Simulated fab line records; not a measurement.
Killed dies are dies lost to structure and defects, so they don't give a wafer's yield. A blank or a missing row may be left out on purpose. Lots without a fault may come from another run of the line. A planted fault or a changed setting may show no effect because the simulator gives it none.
Which tool did it?	flow sky130	13 lots with 36 wafers sampled at 5 steps, on a route of 708 steps

WHAT THE GAUGES SHOWED, per wafer
The record holds no reading of a measuring or inspecting step that can be judged against a usual standard deviation.

EACH LOT AND THE TOOL THAT RAN IT (in order: tool; ch and the chambers of the sampled wafers; start)
lot	SKY_METAL1_SPUTTER_00	SKY_METAL2_SPUTTER_01	SKY_CAP2M_METAL_ETCH_13	SKY_VIA4_CVD_18	SKY_PAD_OPEN_PROBE_99
L533	pvd sputter-03, day 31 14:10	pvd sputter-04, day 33 21:29	rie metal-01 ch 0, day 40 13:16	cvd w-01 ch 0,1, day 42 15:48	-
L534	pvd sputter-04, day 32 03:20	pvd sputter-01, day 34 11:02	rie metal-01 ch 0,1, day 41 00:42	cvd w-02 ch 0,1, day 43 01:35	-
L536	pvd sputter-04, day 32 23:25	pvd sputter-01, day 35 06:45	rie metal-03 ch 0,1, day 41 19:49	cvd w-01 ch 1, day 43 20:41	-
L538	pvd sputter-01, day 33 06:26	pvd sputter-01, day 35 12:38	rie metal-01 ch 0,1, day 41 23:01	cvd w-01 ch 0,1, day 44 00:50	-
L539	pvd sputter-04, day 33 15:52	pvd sputter-01, day 35 22:37	rie metal-01 ch 0,1, day 42 10:43	cvd w-01 ch 0,1, day 44 11:38	-
L540	pvd sputter-01, day 33 20:38	pvd sputter-04, day 36 03:01	rie metal-01 ch 0,1, day 42 16:46	cvd w-01 ch 0,1, day 44 17:05	prober-02, day 47 10:43
L541	pvd sputter-04, day 34 12:32	pvd sputter-01, day 36 17:41	rie metal-01 ch 0,1, day 43 02:39	cvd w-01 ch 0,1, day 45 01:36	prober-01, day 47 18:23
L542	pvd sputter-01, day 34 12:52	pvd sputter-02, day 36 19:40	rie metal-01 ch 0,1, day 43 06:18	cvd w-01 ch 0,1, day 45 05:53	-
L543	pvd sputter-04, day 35 08:27	pvd sputter-01, day 37 15:03	rie metal-01 ch 0,1, day 43 23:34	cvd w-02 ch 0,1, day 45 21:08	-
L550	pvd sputter-04, day 36 22:51	pvd sputter-04, day 39 05:10	rie metal-01 ch 0,1, day 45 09:06	cvd w-01 ch 0,1, day 47 05:01	-
L551	pvd sputter-03, day 37 06:09	pvd sputter-02, day 39 11:41	rie metal-01 ch 1, day 45 14:38	cvd w-01 ch 0,1, day 47 10:17	prober-01, day 49 21:26
L552	pvd sputter-04, day 37 08:05	pvd sputter-04, day 39 14:11	rie metal-01 ch 0,1, day 45 17:37	cvd w-01 ch 0,1, day 47 13:29	-
L555	pvd sputter-03, day 38 01:02	pvd sputter-04, day 40 06:40	rie metal-04 ch 1, day 46 06:25	cvd w-01 ch 0,1, day 47 23:28	-
- SKY_METAL1_SPUTTER_00: material Ti, target thk 15 nm, time 10 s.
- SKY_METAL2_SPUTTER_01: material TiN, target thk 20 nm, time 16.7 s.
- SKY_CAP2M_METAL_ETCH_13: etches TiN in Cl2/BCl3, stops on SiO2, target depth 220 nm, time 62.9 s.
- SKY_VIA4_CVD_18: deposits W, target thk 505 nm, time 152.14 s.
- SKY_PAD_OPEN_PROBE_99

AS READ BY THE TOOLS THEMSELVES (means over the sampled wafers that have a number; for cases with no such wafer, the mark the record gives instead)
SKY_METAL1_SPUTTER_00. Usual: 29.9 % for throttle valve pct, sd 1.2.
lot	tool	throttle valve pct (%)	flag
L533	pvd sputter-03	30.1	
L534	pvd sputter-04	29.5	
L536	pvd sputter-04	28.8	
L538	pvd sputter-01	30.6	
L539	pvd sputter-04	29.7	
L540	pvd sputter-01	29.4	
L541	pvd sputter-04	28.5	
L542	pvd sputter-01	29.8	
L543	pvd sputter-04	29.7	
L550	pvd sputter-04	30.4	
L551	pvd sputter-03	31.4	
L552	pvd sputter-04	30.1	
L555	pvd sputter-03	31.1	

SKY_METAL2_SPUTTER_01. Usual: 29.8 % for throttle valve pct, sd 1.
lot	tool	throttle valve pct (%)	flag
L533	pvd sputter-04	30.7	
L534	pvd sputter-01	29.5	
L536	pvd sputter-01	30.0	
L538	pvd sputter-01	30.2	
L539	pvd sputter-01	30.1	
L540	pvd sputter-04	29.9	
L541	pvd sputter-01	30.4	
L542	pvd sputter-02	30.2	
L543	pvd sputter-01	30.2	
L550	pvd sputter-04	28.2	
L551	pvd sputter-02	30.6	
L552	pvd sputter-04	30.1	
L555	pvd sputter-04	29.6	

SKY_CAP2M_METAL_ETCH_13. Usual: chamber pressure mTorr 10.000 mTorr, standard deviation 0.009; drypump motor current A 5.6 A, standard deviation 0.39; oes product au 0.945 a.u., standard deviation 0.0058; run length s 91.1 s, standard deviation 0.39; throttle valve pct 21.899 %, standard deviation 0.0091.
lot	tool	chamber pressure mTorr (mTorr)	drypump motor current A (A)	oes product au (a.u.)	run length s (s)	throttle valve pct (%)	flag
L533	rie metal-01	9.999	5.6	0.945	91.2	21.888	
L534	rie metal-01	9.999	5.6	0.944	90.8	21.894	
L536	rie metal-03	10.005	6.3	0.946	91.4	21.899	
L538	rie metal-01	10.010	5.6	0.951	91.0	21.899	
L539	rie metal-01	9.988	5.6	0.947	90.8	21.892	
L540	rie metal-01	10.009	5.6	0.952	91.0	21.896	
L541	rie metal-01	10.002	5.6	0.946	90.9	21.897	
L542	rie metal-01	10.004	5.6	0.946	91.1	21.898	
L543	rie metal-01	10.005	5.6	0.943	91.0	21.892	
L550	rie metal-01	9.986	5.6	0.968	89.7	21.885	OFF
L551	rie metal-01	10.000	5.6	0.974	88.5	21.878	OFF
L552	rie metal-01	9.991	5.6	0.958	89.9	21.888	OFF
L555	rie metal-04	10.003	5.9	0.942	91.0	21.897	

SKY_VIA4_CVD_18. Usual: chamber pressure Torr 40.00 Torr, standard deviation 0.082; heater power w 861 W, standard deviation 45.
lot	tool	chamber pressure Torr (Torr)	heater power w (W)	flag
L533	cvd w-01	40.04	847	
L534	cvd w-02	40.04	856	
L536	cvd w-01	39.95	910	
L538	cvd w-01	40.02	888	
L539	cvd w-01	40.01	892	
L540	cvd w-01	40.05	876	
L541	cvd w-01	39.98	872	
L542	cvd w-01	40.06	868	
L543	cvd w-02	39.96	812	
L550	cvd w-01	39.97	864	
L551	cvd w-01	39.98	864	
L552	cvd w-01	39.91	878	
L555	cvd w-01	39.99	858	

SKY_PAD_OPEN_PROBE_99. Usual: defect limited yield 82.3 %, standard deviation 2; killed_at_M0_to_M3 43, standard deviation 7.3; killed_at_M4_up 3.2, standard deviation 1.8; killed at contacts 24, standard deviation 5.8; killed at front end 16, standard deviation 4.5; killed at other 0.3, standard deviation 0.53; killed dies 87, standard deviation 9.9; killed open 48, standard deviation 6.8; killed short 39, standard deviation 6.9; sort_bin_3_pad_short 0.8 %, standard deviation 0.42; sort_bin_5_function 10.4 %, standard deviation 1.6; sort_bin_6_memory 6.4 %, standard deviation 1.2; sort n pass 405, standard deviation 9.9; sort yield pct 82.3 %, standard deviation 2.
lot	tool	defect limited yield (%)	killed_at_M0_to_M3	killed_at_M4_up	killed at contacts	killed at front end	killed at other	killed dies	killed open	killed short	sort_bin_3_pad_short (%)	sort_bin_5_function (%)	sort_bin_6_memory (%)	sort n pass	sort yield pct (%)	flag
L540	prober-02	81.1	47	2.7	29	15	0.0	93	53	40	1.1	10.9	6.9	399	81.1	
L541	prober-01	82.4	46	2.0	21	18	0.0	87	53	34	1.1	10.4	6.2	405	82.4	
L551	prober-01	78.5	54	3.0	26	23	0.0	106	52	54	1.8	12.0	7.7	386	78.5	

THE ANSWER, worked out from the rows above alone
Rule: lot off if the mean of its wafers having a number is beyond 3 standard deviations from the usual mean. Also off: a lot with no number at a reading for which 4 or more lots have one. Where the step has rows for the other lots, those lots are counted as sound. After the gauges, taken in route order, come the tools' own readings; for these a lot's mean is taken, as printed above. At the first step where some lot is off, the reading lying furthest off is the one used; lots without a number count as furthest.
Off: L550, L551, L552, at SKY_CAP2M_METAL_ETCH_13 (run length s).
A tool fits if, at that step or a process step before it, it ran every lot that is off, and no sound lot after the first of them. One candidate fits, namely rie metal-01 at SKY_CAP2M_METAL_ETCH_13. Its last sound lot is L543 (day 43 23:34), its first lot that is off L550 (day 45 09:06): a fault that began between those two fits.
The tool's own readings at SKY_CAP2M_METAL_ETCH_13 bear it out: on the lots that are off they differ by more than 5 times the standard deviation of the sound lots' means. oes product au reads 0.967 a.u. there against 0.946 a.u. on the sound lots; run length s reads 89.4 s there against 91.0 s on the sound lots.

WHAT THE SIMULATOR HAD PUT IN
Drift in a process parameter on rie metal-01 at SKY_CAP2M_METAL_ETCH_13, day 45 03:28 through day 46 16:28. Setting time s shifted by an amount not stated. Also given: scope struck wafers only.
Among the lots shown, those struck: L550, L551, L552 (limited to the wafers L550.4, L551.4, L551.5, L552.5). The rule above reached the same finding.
